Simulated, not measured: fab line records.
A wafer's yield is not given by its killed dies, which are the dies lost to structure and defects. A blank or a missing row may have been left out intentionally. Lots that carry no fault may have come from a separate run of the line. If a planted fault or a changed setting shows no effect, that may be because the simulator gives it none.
The tool behind it: which one? -- flow gf180mcu -- 7 lots with 21 wafers sampled at 2 steps, on a route of 602 steps

## WHAT EACH GAUGE READ, for each wafer
GF_STI_THK_MEAS_02.
lot,measured,on,STI_OXIDATION_THK (nm)
L225,day 1 16:31,film-metro-02,10.05 9.82 10.04
L227,day 2 02:31,film-metro-01,10.32 10.30 10.06
L229,day 2 12:32,film-metro-01,10.17 9.93 10.06
L233,day 3 08:32,film-metro-03,10.18 10.06 10.21
L236,day 3 23:31,film-metro-01,10.03 9.95 10.07
L238,day 4 09:32,film-metro-01,9.82 9.94 9.66
L247,day 6 06:57,film-metro-03,10.08 10.13 10.08

## EACH LOT AND THE TOOL THAT RAN IT (in order: tool; ch and the chambers of the sampled wafers; start)
lot,GF_STI_OXIDATION_01
L225,"furnace-01 ch 0, day 1 15:07"
L227,"furnace-01 ch 0, day 2 01:07"
L229,"furnace-02 ch 0, day 2 11:09"
L233,"furnace-01 ch 0, day 3 07:07"
L236,"furnace-01 ch 0, day 3 22:07"
L238,"furnace-02 ch 0, day 4 08:07"
L247,"furnace-01 ch 0, day 6 05:29"
- GF_STI_OXIDATION_01: stabilise 600 s, purge 300 s, target thk 10 nm.

## THE ANSWER, worked out from the rows above alone
Rule: the lots themselves supply what counts as usual. The widest of any qualifying gaps counts: lots, ordered by their means at a reading, are off when they make up no more than a third of the lots, leave a main group of 4 or more, and stand apart from it by 3 or more times the standard deviation of that group's means. Not used: any main group whose means are identical at the precision the tables above print for the reading. Also off: a lot with no number at a reading for which 4 or more lots have one. Any other lot the step has rows for is counted as sound.
None of the lots is off at any reading shown; this tells nothing.

## WHAT WAS PUT IN BY THE SIMULATOR
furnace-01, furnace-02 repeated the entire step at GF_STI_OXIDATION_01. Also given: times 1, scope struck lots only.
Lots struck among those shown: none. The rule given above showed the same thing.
